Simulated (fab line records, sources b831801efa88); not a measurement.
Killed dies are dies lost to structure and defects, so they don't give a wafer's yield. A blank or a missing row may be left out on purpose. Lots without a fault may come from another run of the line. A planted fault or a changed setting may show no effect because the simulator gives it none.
fab line records | flow gf180mcu | part 2 of 2: steps 29 to 42 of 42
record lots=5 wafers=15 last_day=34
route steps=602 shown V1@353 M2@362 V2@382
lots that met no fault: from a run of the same line without faults
start_h: hours from the record's first day to the start of the lot's first wafer shown | wait_h: hours since the lot's step before | " the same as in the row above | L1.1+2: a row that stands for several wafers | - no value, or no start given | * or withheld: withheld | < > ~ a bound
route shown NAME@n: a module of which the file shows steps, and the number in the route of the first | usual: mean/standard deviation of fault-free wafers | same: alike in all rows | chamber/n: place in a boat | sites: the reading at each site | _std_site: their standard deviation | _edge_site: outer sites' mean less inner sites' | radius_mm: how far each site lies from the wafer's centre | mask NAME#n: copy n | behind: the tool/chamber that last shaped the wafer | hold: why the lot was held/for how many hours/how that ended | device: the transistor (n, p or np) that didn't switch | end of line: the same wafers' tests at the end of the route | a step without rows: its recipe alone | killed: dies lost to structure and defects at the first sort, not the wafer's yield | map: a wafer's dies, x killed, . not, _ none there
set.NAME: the setting as run; set.NAME@STEP: as run at that earlier step | model.NAME: the simulator's own value behind a step, which no gauge read
lots at some steps of the route; a table a step, a row a wafer
services: from which hour (start_h, from the record's first day; less than 0 if before it) a tool's chamber was out of use, for how many hours, and why
## steps
# step GF_M2_CLEAN_19
# recipe chemistry=DIW dry=n2_spin
# columns lot.wafer tool chamber start_h wait_h
L077.1+3+6 wet_bench-02 1 461.58 0.0
L085.2+3+5 wet_bench-01 2 537.00 0.0
L092.1+2+4 wet_bench-01 2 592.48 0.0
L095.2+4+5 wet_bench-03 3 615.53 0.0
L097.3+4+5 wet_bench-01 0 638.89 0.0
# step GF_V2_CVD_00
# recipe material=SiO2 target_thk_nm=600 sigma_open_frac=0.3 temp_c=400 time_s=100 sih4_flow_sccm=60 pressure_mtorr=6
# columns lot.wafer tool chamber start_h wait_h
L077.1+3+6 hdpcvd-02 2,1,2 461.68 0.0
L085.2+3+5 hdpcvd-02 0,2,2 537.09 0.0
L092.1+2+4 hdpcvd-02 2,1,2 592.68 0.0
L095.2+4+5 hdpcvd-01 0,0,2 615.63 0.0
L097.3+4+5 hdpcvd-02 0,2,1 638.99 0.0
# step GF_V2_THK_MEAS_01
# recipe reads=SiO2_of_V2_CVD_00
# usual V2_CVD_00_THK=603/6.4
# columns lot.wafer tool chamber start_h wait_h V2_CVD_00_THK[nm]
L077.1 film_metro-02 - 461.76 0.0 605
L077.3 " - " " 607
L077.6 " - " " 604
L085.2 film_metro-02 - 537.17 0.0 603
L085.3 " - " " 598
L085.5 " - " " 605
L092.1 film_metro-01 - 592.75 0.0 593
L092.2 " - " " 607
L092.4 " - " " 596
L095.2 film_metro-03 - 615.79 0.1 607
L095.4 " - " " 610
L095.5 " - " " 602
L097.3 film_metro-03 - 639.08 0.1 602
L097.4 " - " " 601
L097.5 " - " " 607
# step GF_V2_CVD_02
# recipe material=SiO2 target_thk_nm=850 precursor=TEOS temp_c=400 time_s=94.851 rf_w=600
# usual heater_power_w=656/94
# columns lot.wafer tool chamber start_h wait_h heater_power_w
L077.1 pecvd-04 0 461.82 0.1 612
L077.3 " 2 " " 734
L077.6 " 0 " " 641
L085.2 pecvd-01 1 537.22 0.0 513
L085.3 " 2 " " 730
L085.5 " 2 " " 582
L092.1 pecvd-03 2 592.81 0.1 721
L092.2 " 1 " " 813
L092.4 " 0 " " 589
L095.2 pecvd-01 0 615.84 0.0 691
L095.4 " 1 " " 505
L095.5 " 2 " " 696
L097.3 pecvd-03 0 639.12 0.0 545
L097.4 " 1 " " 749
L097.5 " 0 " " 580
# step GF_V2_THK_MEAS_03
# recipe reads=SiO2_of_V2_CVD_02
# usual V2_CVD_02_THK=848/10
# columns lot.wafer tool chamber start_h wait_h V2_CVD_02_THK[nm]
L077.1 film_metro-03 - 461.89 0.0 844
L077.3 " - " " 839
L077.6 " - " " 847
L085.2 film_metro-02 - 537.30 0.0 855
L085.3 " - " " 841
L085.5 " - " " 864
L092.1 film_metro-02 - 592.88 0.0 853
L092.2 " - " " 849
L092.4 " - " " 864
L095.2 film_metro-01 - 615.92 0.0 839
L095.4 " - " " 849
L095.5 " - " " 851
L097.3 film_metro-03 - 639.21 0.1 843
L097.4 " - " " 859
L097.5 " - " " 858
# step GF_V2_CMP_04
# recipe material=SiO2 down_force_psi=4 platen_rpm=60 pad_velocity_m_s=0.94248
# usual motor_current_A=11.8/1.6 time_to_endpoint_s=80/5.6
# columns lot.wafer tool chamber start_h wait_h motor_current_A time_to_endpoint_s
L077.3 cmp-02 3 461.95 0.0 10.1 75
L077.1 " 1 " " 13.5 82
L077.6 " 3 " " 10.3 80
L085.2 cmp-01 3 537.40 0.1 10.4 78
L085.3 " 0 " " 12.7 78
L085.5 " 3 " " 10.4 80
L092.2 cmp-02 1 593.25 0.3 12.9 83
L092.1 " 2 " " 14.7 87
L092.4 " 3 " " 10.5 81
L095.4 cmp-01 2 616.02 0.1 11.9 80
L095.2 " 3 " " 10.5 74
L095.5 " 1 " " 9.9 87
L097.4 cmp-02 1 639.30 0.1 14.1 84
L097.3 " 2 " " 16.1 80
L097.5 " 1 " " 14.2 85
# step GF_V2_BOW_MEAS_05
# recipe mode=bow
# usual V2_BOW=100/7.8
# columns lot.wafer tool chamber start_h wait_h V2_BOW[um]
L077.1 film_metro-02 - 462.25 0.1 98
L077.3 " - " " 105
L077.6 " - " " 92
L085.2 film_metro-01 - 537.67 0.2 90
L085.3 " - " " 84
L085.5 " - " " 97
L092.1 film_metro-03 - 593.50 0.1 109
L092.2 " - " " 95
L092.4 " - " " 109
L095.2 film_metro-01 - 616.29 0.2 91
L095.4 " - " " 111
L095.5 " - " " 106
L097.3 film_metro-02 - 639.59 0.2 111
L097.4 " - " " 116
L097.5 " - " " 100
# step GF_V2_DEHYDRATE_06
# recipe temp_c=200 time_s=60
# columns lot.wafer tool chamber start_h wait_h
L077.1+3+6 litho_track-02 0 474.01 11.7
L085.2+3+5 litho_track-01 0 548.21 10.5
L092.1+2+4 litho_track-01 0 602.83 9.3
L095.2+4+5 litho_track-03 0 625.15 8.8
L097.3+4+5 litho_track-03 0 648.62 9.0
# step GF_V2_HMDS_07
# recipe prime_time_s=60 prime_temp_c=120
# columns lot.wafer tool chamber start_h wait_h
L077.1+3+6 litho_track-02 0 474.16 0.1
L085.2+3+5 litho_track-01 0 548.36 0.1
L092.1+2+4 litho_track-01 0 602.98 0.1
L095.2+4+5 litho_track-03 0 625.30 0.1
L097.3+4+5 litho_track-03 0 648.77 0.1
# step GF_V2_COAT_08
# recipe resist=BARC temp_c=withheld time_s=withheld spin_rpm=withheld resist_thk_nm=withheld
# columns lot.wafer tool chamber start_h wait_h
L077.1+3+6 litho_track-02 0 474.31 0.1
L085.2+3+5 litho_track-01 0 548.51 0.1
L092.1+2+4 litho_track-01 0 603.13 0.1
L095.2+4+5 litho_track-03 0 625.45 0.1
L097.3+4+5 litho_track-03 0 648.92 0.1
# step GF_V2_COAT_09
# recipe resist=KrF spin_rpm=withheld resist_thk_nm=1000
# columns lot.wafer tool chamber start_h wait_h
L077.1+3+6 litho_track-02 0 - -
L085.2+3+5 litho_track-01 0 - -
L092.1+2+4 litho_track-01 0 - -
L095.2+4+5 litho_track-03 0 - -
L097.3+4+5 litho_track-03 0 - -
# step GF_V2_SOFTBAKE_10
# recipe temp_c=130 time_s=60 resist=KrF
# columns lot.wafer tool chamber start_h wait_h
L077.1+3+6 litho_track-02 0 - -
L085.2+3+5 litho_track-01 0 - -
L092.1+2+4 litho_track-01 0 - -
L095.2+4+5 litho_track-03 0 - -
L097.3+4+5 litho_track-03 0 - -
# step GF_V2_EXPOSE_11
# recipe mask_id=Via2 target_cd_nm=260 na=0.68 source_shape=conventional sigma_outer=0.6 dose_mj=38
# usual reticle_temp_C=23.01/0.096
# same sigma_outer=0.6
# columns lot.wafer tool chamber start_h wait_h mask reticle_temp_C
L077.1 krf_scanner-01 0 - - Via2#0 22.96
L077.3 " 0 " " Via2#0 23.01
L077.6 " 0 " " Via2#0 22.96
L085.2 krf_scanner-01 0 - - Via2#0 22.94
L085.3 " 0 " " Via2#0 22.84
L085.5 " 0 " " Via2#0 22.89
L092.1 krf_scanner-02 0 - - Via2#0 22.90
L092.2 " 0 " " Via2#0 23.02
L092.4 " 0 " " Via2#0 23.04
L095.2 krf_scanner-02 0 - - Via2#0 22.91
L095.4 " 0 " " Via2#0 22.96
L095.5 " 0 " " Via2#0 22.97
L097.3 krf_scanner-02 0 - - Via2#0 23.02
L097.4 " 0 " " Via2#0 23.04
L097.5 " 0 " " Via2#0 23.06
# step GF_V2_PEB_12
# recipe peb_temp_c=135 peb_time_s=90 resist=KrF
# columns lot.wafer tool chamber start_h wait_h
L077.1+3+6 litho_track-03 0 - -
L085.2+3+5 litho_track-03 0 - -
L092.1+2+4 litho_track-03 0 - -
L095.2+4+5 litho_track-01 0 - -
L097.3+4+5 litho_track-02 0 - -
## services
# columns tool chamber start_h hours kind
krf_scanner-01 - 420.88 1.0 pm
krf_scanner-02 - 423.16 0.8 pm
cmp-01 - 427.27 2.4 repair
pvd_sputter-01 - 432.86 0.8 repair
pvd_sputter-02 - 434.29 0.6 repair
cmp-01 - 451.44 3.9 repair
cmp-01 - 455.34 6.7 pm
krf_scanner-02 - 455.93 2.2 repair
krf_scanner-02 - 456.68 0.1 repair
krf_scanner-02 - 459.16 4.4 pm
krf_scanner-02 - 504.28 0.3 repair
krf_scanner-01 - 506.53 1.3 pm
krf_scanner-01 - 508.12 0.7 repair
cmp-01 - 511.30 1.7 repair
krf_scanner-02 - 523.98 1.3 pm
krf_scanner-01 - 527.11 0.8 pm
pvd_sputter-02 - 542.41 5.5 repair
cmp-02 - 556.30 5.4 pm
cmp-02 - 566.81 1.6 repair
pvd_sputter-02 - 573.92 0.5 repair
krf_scanner-01 - 589.88 1.0 pm
pvd_sputter-01 - 648.08 17.5 repair
krf_scanner-01 - 654.37 3.6 pm
cmp-02 - 654.74 0.7 repair
